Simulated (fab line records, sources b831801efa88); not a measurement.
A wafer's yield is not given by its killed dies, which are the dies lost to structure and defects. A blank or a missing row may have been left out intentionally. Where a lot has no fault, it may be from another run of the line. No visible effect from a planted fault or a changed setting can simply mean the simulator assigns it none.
fab line records	flow gf180mcu
[record] lots = 7	wafers = 21	lastDay = 34
route steps=602 shown V3@447 M4@456
lots untouched by any fault: they come from a run of this same line in which no faults occurred
startH: hours from the record's opening day to when the first of the lot's shown wafers began	waitH: time in hours since the lot's previous step	" unchanged from the row above	L1.1+2: a single row standing in for several wafers	- no value, or no start given	* or withheld: withheld	< > ~ a bound
route shown NAME@n: names a module that has steps shown in the file, with the first one's number in the route	usual: the fault-free wafers' mean and standard deviation	same: alike in all rows	chamber/n: place in a boat	sites: readings site by site	_std_site: standard deviation across them	_edge_site: inner sites' mean taken away from outer sites' mean	radiusMm: how far each site lies from the wafer's centre	mask NAME#n: copy n	behind: tool/chamber where the wafer was last shaped	hold: the reason the lot was held/the length of the hold in hours/how it ended	device: transistor that didn't switch, given as n, p or np	end of line: the route-end tests of the same wafers	a step given without rows: its recipe and nothing more	killed: dies that structure and defects cost at the first sort, which is not the same as the wafer's yield	map: shows each die of a wafer: x if killed, . if not, _ if none is there
set.NAME: the setting that was run; set.NAME@STEP: the one run at that earlier step	model.NAME: the simulator's own value behind a step, which no gauge read
lots at some steps of the route; a table a step, a row a wafer
services: when a tool's chamber went out of use (startH, in hours from the record's first day, below 0 if earlier), for how many hours, and the reason
[[steps]]
[step GF_V3_STRIP_18]
[recipe] chemistry = O2/N2	powerW = 1400	pressureMtorr = 1500	platenTempC = 250	o2FlowSccm = 3000	n2FlowSccm = 300	overashFraction = 0.5
[usual] chamberPressureMTorr = 1500.0/1.3	drypumpMotorCurrentA = 5.8/0.41	heaterPowerW = 327/22	oesProductAu = 0.593/0.0045
lot.wafer	tool	chamber	startH	waitH	chamberPressureMTorr	drypumpMotorCurrentA	heaterPowerW	oesProductAu	rfHoursCounterH
L716.1	plasmaAsher-02	1	561.85	-	1499.0	6.4	344	0.595	46
L716.2	"	0	"	"	1498.8	5.9	306	0.592	46
L716.6	"	0	"	"	1498.1	5.9	306	0.593	-
L720.2	plasmaAsher-04	0	588.75	-	1500.0	5.2	312	0.601	98
L720.3	"	0	"	"	1500.0	5.1	311	0.589	-
L720.6	"	1	"	"	1499.2	5.2	306	0.596	-
L724.1	plasmaAsher-02	1	623.20	-	1501.1	6.4	345	0.584	52
L724.2	"	0	"	"	1500.4	5.9	306	0.588	52
L724.6	"	1	"	"	1499.0	6.3	340	0.589	-
L725.2	plasmaAsher-02	1	624.81	-	1498.7	6.4	344	0.593	53
L725.4	"	0	"	"	1501.0	5.8	300	0.591	-
L725.5	"	0	"	"	1499.7	5.8	297	0.601	-
L726.2	plasmaAsher-03	0	636.56	-	1498.3	6.1	316	0.592	20
L726.4	"	1	"	"	1499.1	5.5	360	0.596	-
L726.6	"	1	"	"	1499.4	5.5	356	0.592	-
L732.2	plasmaAsher-02	0	678.50	-	1501.2	5.9	303	0.590	58
L732.3	"	0	"	"	1500.7	5.9	303	0.603	-
L732.5	"	1	"	"	1497.3	6.4	353	0.592	-
L733.2	plasmaAsher-03	1	682.51	-	1500.8	5.5	357	0.591	23
L733.3	"	0	"	"	1502.0	6.1	322	0.599	-
L733.6	"	1	"	"	1498.4	5.5	366	0.594	-
[step GF_V3_STRIP_19]
[recipe] chemistry = postEtchResidueRemover	timeS = 1200	tempC = 72.5
[step GF_V3_CLEAN_20]
[recipe] chemistry = DIW	dry = n2Spin
[step GF_V3_SPUTTER_21]
[recipe] material = Ti	targetThkNm = 15	chamberPressurePa = 5	powerW = 2500	substrateTempC = 200	timeS = 80.02
[step GF_V3_SPUTTER_22]
[recipe] material = TiN	targetThkNm = 10	chamberPressurePa = 5	powerW = 4000	timeS = 40
[step GF_V3_CVD_23]
[recipe] material = W	targetThkNm = 350	timeS = 104.9	tempC = 400	pressureTorr = 40
[usual] heaterPowerW = 801/110
[same] timeS = 104.9
lot.wafer	tool	chamber	startH	waitH	heaterPowerW
L716.1	cvdW-01	1	562.57	0.0	660
L716.2	"	0	"	"	957
L716.6	"	1	"	"	683
L720.2	cvdW-02	1	589.38	0.0	758
L720.3	"	0	"	"	823
L720.6	"	1	"	"	795
L724.1	cvdW-02	1	623.86	0.0	767
L724.2	"	0	"	"	835
L724.6	"	0	"	"	812
L725.2	cvdW-01	1	625.47	0.0	670
L725.4	"	0	"	"	946
L725.5	"	1	"	"	657
L726.2	cvdW-01	1	637.21	0.0	650
L726.4	"	1	"	"	670
L726.6	"	1	"	"	659
L732.2	cvdW-01	1	679.25	0.0	656
L732.3	"	0	"	"	975
L732.5	"	1	"	"	656
L733.2	cvdW-01	1	683.18	0.0	670
L733.3	"	0	"	"	953
L733.6	"	0	"	"	946
[step GF_V3_RS_MEAS_24]
[recipe] thkMeasGauge = four-point-probe	reads = W_of_V3_CVD_23+TiN_of_V3_SPUTTER_22+Ti_of_V3_SPUTTER_21
[usual] V3_W_RS = 0.330/0.0045
lot.wafer	tool	chamber	startH	waitH	V3_W_RS[ohm/sq]
L716.1	filmMetro-01	-	562.68	0.1	0.322
L716.2	"	-	"	"	0.328
L716.6	"	-	"	"	0.327
L720.2	filmMetro-01	-	589.51	0.1	0.333
L720.3	"	-	"	"	0.328
L720.6	"	-	"	"	0.333
L724.1	filmMetro-01	-	623.97	0.1	0.330
L724.2	"	-	"	"	0.327
L724.6	"	-	"	"	0.326
L725.2	filmMetro-01	-	625.61	0.1	0.321
L725.4	"	-	"	"	0.333
L725.5	"	-	"	"	0.323
L726.2	filmMetro-02	-	637.34	0.1	0.321
L726.4	"	-	"	"	0.323
L726.6	"	-	"	"	0.320
L732.2	filmMetro-01	-	679.38	0.1	0.327
L732.3	"	-	"	"	0.333
L732.5	"	-	"	"	0.329
L733.2	filmMetro-04	-	683.31	0.1	0.324
L733.3	"	-	"	"	0.326
L733.6	"	-	"	"	0.332
[step GF_V3_THK_MEAS_25]
[recipe] thkMeasGauge = xrf	reads = W_of_V3_CVD_23
[usual] V3_W_THK = 355/7.3
lot.wafer	tool	chamber	startH	waitH	V3_W_THK[nm]
L716.1	filmMetro-01	-	562.80	0.1	357
L716.2	"	-	"	"	351
L716.6	"	-	"	"	353
L720.2	filmMetro-01	-	589.62	0.1	349
L720.3	"	-	"	"	353
L720.6	"	-	"	"	348
L724.1	filmMetro-01	-	624.09	0.1	348
L724.2	"	-	"	"	353
L724.6	"	-	"	"	352
L725.2	filmMetro-01	-	625.72	0.1	359
L725.4	"	-	"	"	345
L725.5	"	-	"	"	355
L726.2	filmMetro-02	-	637.45	0.1	373
L726.4	"	-	"	"	367
L726.6	"	-	"	"	370
L732.2	filmMetro-01	-	679.49	0.1	354
L732.3	"	-	"	"	348
L732.5	"	-	"	"	353
L733.2	filmMetro-04	-	683.42	0.1	364
L733.3	"	-	"	"	361
L733.6	"	-	"	"	354
[step GF_V3_CMP_26]
[recipe] stopOn = SiO2	downForcePsi = 3.5	platenRpm = 60	tOverpolishS = 15	targetThkNm = 0	padVelocityMS = 0.94248
[usual] edgeZonePressureFrac = 1.000/0.0048	headPressurePsi = 3.501/0.0083	motorCurrentA = 11.0/0.88	overpolishRunS = 14.999/0.009	timeToEndpointS = 83/4.1
lot.wafer	tool	chamber	startH	waitH	edgeZonePressureFrac	headPressurePsi	motorCurrentA	overpolishRunS	timeToEndpointS
L716.2	cmp-01	0	562.91	0.1	1.002	3.496	12.4	15.014	84
L716.1	"	1	"	"	1.001	3.496	11.7	15.006	92
L716.6	"	0	"	"	1.002	3.508	12.2	14.998	82
L720.3	cmp-01	1	589.72	0.1	1.003	3.497	11.5	15.005	89
L720.2	"	3	"	"	0.999	3.504	9.2	14.996	84
L720.6	"	1	"	"	0.992	3.502	11.5	14.998	87
L724.1	cmp-02	3	624.20	0.1	0.998	3.495	11.0	14.999	77
L724.2	"	1	"	"	0.993	3.502	10.3	15.008	77
L724.6	"	3	"	"	0.991	3.507	11.0	15.004	75
L725.4	cmp-01	2	625.87	0.1	0.995	3.489	11.0	15.003	81
L725.2	"	3	"	"	1.002	3.498	9.7	14.987	86
L725.5	"	1	"	"	0.998	3.512	11.2	14.993	87
L726.4	cmp-02	1	637.60	0.1	1.002	3.497	9.1	15.009	81
L726.2	"	2	"	"	0.998	3.497	10.8	14.991	81
L726.6	"	0	"	"	0.998	3.511	10.6	14.996	87
L732.3	cmp-01	1	679.54	0.0	1.007	3.504	11.7	14.998	82
L732.2	"	0	"	"	1.001	3.508	11.3	15.004	79
L732.5	"	1	"	"	1.003	3.513	11.1	14.997	84
L733.2	cmp-01	0	683.47	0.0	1.004	3.507	11.5	14.980	81
L733.3	"	2	"	"	0.994	3.499	11.3	14.996	84
L733.6	"	1	"	"	0.988	3.506	11.6	14.990	81
[step GF_M4_SPUTTER_00]
[recipe] material = Ti	targetThkNm = 37.5	arrivingIonEnergyEv = 80	substrateTempC = 200	chamberPressurePa = 2	powerW = 4000	timeS = 150
[usual] cathodeDcPowerW = 4000.0/0.7	chamberPressurePa = 2.000/0.0042	throttleValvePct = 29.3/1
[same] timeS = 150
lot.wafer	tool	chamber	startH	waitH	cathodeDcPowerW	chamberPressurePa	throttleValvePct
L716.1	pvdSputter-02	-	563.16	0.1	3999.6	2.003	28.7
L716.2	"	-	"	"	3999.0	2.009	30.9
L716.6	"	-	"	"	3999.8	2.003	29.1
L720.2	pvdSputter-01	-	589.97	0.1	4000.7	2.003	30.4
L720.3	"	-	"	"	3999.7	2.001	28.7
L720.6	"	-	"	"	4000.7	1.991	27.4
L724.1	pvdSputter-02	-	624.45	0.2	4000.0	1.994	28.4
L724.2	"	-	"	"	4000.7	2.010	29.9
L724.6	"	-	"	"	4001.9	2.004	29.9
L725.2	pvdSputter-03	-	626.07	0.1	3999.4	2.002	29.0
L725.4	"	-	"	"	3999.8	2.002	29.6
L725.5	"	-	"	"	3999.3	1.999	28.7
L726.2	pvdSputter-03	-	637.80	0.1	3999.7	2.005	30.5
L726.4	"	-	"	"	4000.9	2.001	30.5
L726.6	"	-	"	"	3998.7	1.995	29.7
L732.2	pvdSputter-01	-	679.84	0.1	4000.1	2.003	29.2
L732.3	"	-	"	"	4000.7	1.996	30.4
L732.5	"	-	"	"	4000.0	1.995	30.1
L733.2	pvdSputter-01	-	683.77	0.2	4000.6	1.999	30.3
L733.3	"	-	"	"	3999.9	2.005	29.3
L733.6	"	-	"	"	4000.0	1.998	29.5
[step GF_M4_SPUTTER_01]
[recipe] material = TiN	targetThkNm = 30	powerW = 6500	timeS = 25	chamberPressurePa = 0.4
[step GF_M4_SPUTTER_02]
[recipe] material = AlCu	targetThkNm = 450	powerW = 10600	timeS = 23.9	chamberPressurePa = 0.4
[usual] cathodeDcPowerW = 10600/1.8	chamberPressurePa = 0.4000/0.00078	throttleValvePct = 29.3/1
[same] timeS = 23.9
lot.wafer	tool	chamber	startH	waitH	cathodeDcPowerW	chamberPressurePa	throttleValvePct
L716.1	pvdSputter-02	-	563.29	0.0	10600	0.4002	28.6
L716.2	"	-	"	"	10603	0.3990	30.6
L716.6	"	-	"	"	10602	0.4003	28.9
L720.2	pvdSputter-01	-	590.10	0.0	10599	0.4014	30.1
L720.3	"	-	"	"	10598	0.4003	28.9
L720.6	"	-	"	"	10599	0.4001	27.8
L724.1	pvdSputter-02	-	624.60	0.0	10598	0.4009	28.5
L724.2	"	-	"	"	10599	0.3990	29.8
L724.6	"	-	"	"	10598	0.3991	29.9
L725.2	pvdSputter-03	-	626.20	0.0	10598	0.4007	28.5
L725.4	"	-	"	"	10600	0.4004	29.3
L725.5	"	-	"	"	10600	0.4001	28.6
L726.2	pvdSputter-03	-	637.93	0.0	10598	0.3995	30.5
L726.4	"	-	"	"	10603	0.4000	30.5
L726.6	"	-	"	"	10601	0.3981	29.6
L732.2	pvdSputter-01	-	679.97	0.0	10599	0.4000	29.4
L732.3	"	-	"	"	10599	0.4003	30.5
L732.5	"	-	"	"	10598	0.4005	30.4
L733.2	pvdSputter-01	-	683.91	0.0	10603	0.3999	30.2
L733.3	"	-	"	"	10599	0.4001	29.2
L733.6	"	-	"	"	10599	0.4017	29.3
[step GF_M4_SPUTTER_03]
[recipe] material = Ti	targetThkNm = 10	substrateTempC = 300	chamberPressurePa = 0.3	powerW = 3000	timeS = 6.7
[usual] cathodeDcPowerW = 3000.1/0.53	chamberPressurePa = 0.3001/0.00058	throttleValvePct = 29.2/1	timeS = 6.7/0
lot.wafer	tool	chamber	startH	waitH	cathodeDcPowerW	chamberPressurePa	throttleValvePct	timeS
L716.1	pvdSputter-02	-	563.32	0.0	2999.9	0.2997	28.3	6.7
L716.2	"	-	"	"	3000.6	0.2997	30.7	6.7
L716.6	"	-	"	"	2999.6	0.2999	28.9	6.7
L720.2	pvdSputter-01	-	590.13	0.0	3000.3	0.2997	30.2	6.7
L720.3	"	-	"	"	3000.0	0.2999	28.7	6.7
L720.6	"	-	"	"	2999.2	0.3000	27.2	6.7
L724.1	pvdSputter-02	-	624.63	0.0	-	-	-	-
L724.2	"	-	"	"	-	-	-	-
L724.6	"	-	"	"	-	-	-	-
L725.2	pvdSputter-03	-	626.23	0.0	-	-	-	-
L725.4	"	-	"	"	-	-	-	-
L725.5	"	-	"	"	-	-	-	-
L726.2	pvdSputter-03	-	637.96	0.0	-	-	-	-
L726.4	"	-	"	"	-	-	-	-
L726.6	"	-	"	"	-	-	-	-
L732.2	pvdSputter-01	-	680.00	0.0	3000.0	0.3008	29.5	6.7
L732.3	"	-	"	"	3001.2	0.3003	30.3	6.7
L732.5	"	-	"	"	3000.4	0.3003	30.5	6.7
L733.2	pvdSputter-01	-	683.94	0.0	3000.9	0.3003	30.6	6.7
L733.3	"	-	"	"	3000.1	0.2999	29.1	6.7
L733.6	"	-	"	"	3000.9	0.2998	29.2	6.7
[step GF_M4_SPUTTER_04]
[recipe] material = TiN	targetThkNm = 50	powerW = 6500	timeS = 41.7	chamberPressurePa = 0.4
[[services]]
tool	chamber	startH	hours	kind
cvdW-01	1	538.32	1.2	repair
pvdSputter-01	-	539.82	2.8	repair
plasmaAsher-04	-	558.12	0.8	repair
pvdSputter-03	-	566.19	1.2	repair
cmp-02	-	568.09	4.8	pm
cmp-01	-	572.08	4.0	pm
cmp-01	-	575.08	2.5	repair
cmp-01	-	576.08	-	consumableReplace:conditioner
cmp-01	-	576.08	-	consumableReplace:pad
pvdSputter-02	-	580.18	5.9	repair
pvdSputter-03	-	597.70	2.3	repair
plasmaAsher-03	-	600.22	0.7	repair
cvdW-01	1	629.30	7.2	repair
cmp-01	-	635.22	3.5	repair
cmp-01	-	653.23	6.7	repair
plasmaAsher-03	-	664.03	16.8	repair
[[key]]
[firstSign] step = GF_M4_SPUTTER_03	reading = toolRecord	direction = missing
effect none on later readings
metAt GF_M4_SPUTTER_03
struckWafers L724.1,L724.2,L724.6,L725.2,L725.4,L725.5,L726.2,L726.4,L726.6
laterRowsLeftOut L724.1,L724.2,L724.6,L725.2,L725.4,L725.5,L726.2,L726.4,L726.6
sortLeftOut L724.1,L724.2,L724.6,L725.2,L725.4,L725.5,L726.2,L726.4,L726.6
onsetBetween 563.32 624.63
[fault] kind = skippedStepWhole	tool = pvdSputter-02,pvdSputter-03	chamber = -	onsetH = 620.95	steps = GF_M4_SPUTTER_03	scope = struckLotsOnly
// sortLeftOut: the simulated sort isn't trusted on such a fault, so these wafers' sort isn't shown, and their yield isn't known
// laterRowsLeftOut: the simulator's readings of these wafers behind a module that went badly wrong aren't trusted and aren't shown, but for the sort
